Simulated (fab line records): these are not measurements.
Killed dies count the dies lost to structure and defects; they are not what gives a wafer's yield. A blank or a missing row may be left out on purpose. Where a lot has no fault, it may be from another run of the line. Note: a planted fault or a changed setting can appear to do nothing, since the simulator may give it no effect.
A lot that was struck, set against a sound lot || flow sky130 || 17 out of 708 route steps
Sound: the wafers L864.2, L864.3, L864.5. Struck: wafers L871.1, L871.4. (L871.5 of the same lot was not struck and is left out.) The cause comes at the end.
Order at every step that has rows: each side's tool, ch and its chambers, its first start. Under that, the readings that differ: sound wafers || struck wafers || difference of the means || sigmas: that difference in standard deviations of wafers without a fault.
alike: words and numbers the same on both sides, and readings whose means are apart by under 2 such deviations; not compared: readings that were withheld, readings missing a value for some wafer, numbers with overlapping values and no deviation given by the record, and bounds like >300 which may hide the same value.
Wherever a step has rows on one side only, a row that says differs or no value, or a row with sigmas, the two part there. Numbers that don't overlap but have no deviation are shown without sigmas and don't part them. Lack of a reading on every wafer of one side parts them only where that side has two or more wafers.

SKY_VT_ADJUST_LVTN_OVL_MEAS_07:
  struck on overlay-01, day 10 23:38; sound on overlay-01, day 9 08:55
  alike: VT_ADJUST_LVTN_OVL
after that, 1 step had no rows for these wafers: SKY_VT_ADJUST_LVTN_IMPLANT_08.
SKY_VT_ADJUST_LVTN_STRIP_09: strips in O2/N2.
  sound on plasma-asher-01 ch 0,1, day 9 09:06; struck on plasma-asher-01 ch 0,1, day 10 23:50
  alike: drypump-motor-current-A, oes-product-au, strip-time-to-endpoint-s
  not compared: rf-hours-counter-h
SKY_VT_ADJUST_LVTN_TW_MEAS_10:
  struck on film-metro-01, day 10 23:56; sound on film-metro-04, day 9 09:13
{"reading": "VT_ADJUST_LVTN_TW", "sound": "233 234 233", "struck": "245 244", "difference": "+11", "sigmas": "+3"}
then, 7 steps without rows for these wafers: SKY_VT_ADJUST_LVTN_DEHYDRATE_11 (time 60 s); SKY_VT_ADJUST_LVTN_HMDS_12 (prime time 60 s); SKY_VT_ADJUST_LVTN_COAT_13 (resist thk 1140 nm); SKY_VT_ADJUST_LVTN_SOFTBAKE_14 (time 60 s); SKY_VT_ADJUST_LVTN_EXPOSE_15 (exposes mask HVN STD DERIVED, target cd 600 nm); SKY_VT_ADJUST_LVTN_PEB_16; SKY_VT_ADJUST_LVTN_DEVELOP_17 (develop time 60 s).
SKY_VT_ADJUST_LVTN_OVL_MEAS_18:
  struck on overlay-02, day 11 22:52; sound on overlay-01, day 10 06:37
  alike: VT_ADJUST_LVTN_01_OVL
SKY_VT_ADJUST_LVTN_IMPLANT_19:
  sound on implanter-03 ch 0, day 10 06:40; struck on implanter-01 ch 0, day 11 22:54
  alike: beam-on-s, faraday-current-uA
SKY_VT_ADJUST_LVTN_STRIP_20: strips in O2/N2.
  sound on plasma-asher-01 ch 0,1, day 10 06:48; struck on plasma-asher-02 ch 1, day 11 23:03
  alike: drypump-motor-current-A, oes-product-au, strip-time-to-endpoint-s
  not compared: rf-hours-counter-h
SKY_VT_ADJUST_LVTN_TW_MEAS_21:
  struck on film-metro-01, day 11 23:09; sound on film-metro-02, day 10 06:55
{"reading": "VT_ADJUST_LVTN_2_TW", "sound": "185.7 186.1 186.0", "struck": "179.4 180.1", "difference": -6.2, "sigmas": -3}
then, 1 step without rows for these wafers: SKY_VT_ADJUST_NCORE_DEHYDRATE_00 (time 60 s).
-- here the record skips 38 days between the struck wafers' starts before and after, leaving off in module VT_ADJUST_NCORE and picking up in module PAD_OPEN (first step shown: number 708 of the route) --
SKY_PAD_OPEN_PROBE_99:
  struck on prober-02, day 49 13:53; sound on prober-01, day 47 21:41
{"reading": "model.etest.res-pwell-under-gate.rs-ohm-sq", "sound": "2268 2274 2274", "struck": "2330 2306", "difference": "+46", "sigmas": ""}
{"reading": "model.etest.nfet-g5v0d10v5.body-rise-v (V)", "sound": "0.6715 0.6667 0.6663", "struck": "0.6392 0.6407", "difference": -0.0282, "sigmas": ""}
{"reading": "model.etest.nfet_16v.body-rise-v (V)", "sound": "0.6653 0.6598 0.6628", "struck": "0.6352 0.6348", "difference": -0.0276, "sigmas": ""}
{"reading": "model.etest.nfet-g5v0d10v5.vt-sat-v (V)", "sound": "0.7678 0.76 0.7545", "struck": "0.7289 0.7332", "difference": -0.0297, "sigmas": ""}
{"reading": "model.etest.nfet-g5v0d10v5.vt-v (V)", "sound": "0.8211 0.8147 0.8043", "struck": "0.7939 0.7969", "difference": -0.0180, "sigmas": ""}
{"reading": "model.etest.nfet-g5v0d10v5.vt-v-range", "sound": "0.0125 0.01457 0.01143", "struck": "0.03476 0.0344", "difference": "+0.02175", "sigmas": ""}
  alike: killed_at_M0_to_M3, killed_at_M4_up, killed-at-contacts, killed-at-front-end, killed-at-other, killed-dies, killed-open, killed-short
  not compared: model.etest.res-pwell-under-gate.rs-ohm-sq-range, model.etest.tip_n_5v.rs-ohm-sq-range

## WHERE THEY PART
At SKY_VT_ADJUST_LVTN_TW_MEAS_10 first; at SKY_VT_ADJUST_LVTN_TW_MEAS_21 last (within this record only). Later steps at which nothing parts them and some readings are alike: SKY_PAD_OPEN_PROBE_99.

WHY: what the simulator had put in
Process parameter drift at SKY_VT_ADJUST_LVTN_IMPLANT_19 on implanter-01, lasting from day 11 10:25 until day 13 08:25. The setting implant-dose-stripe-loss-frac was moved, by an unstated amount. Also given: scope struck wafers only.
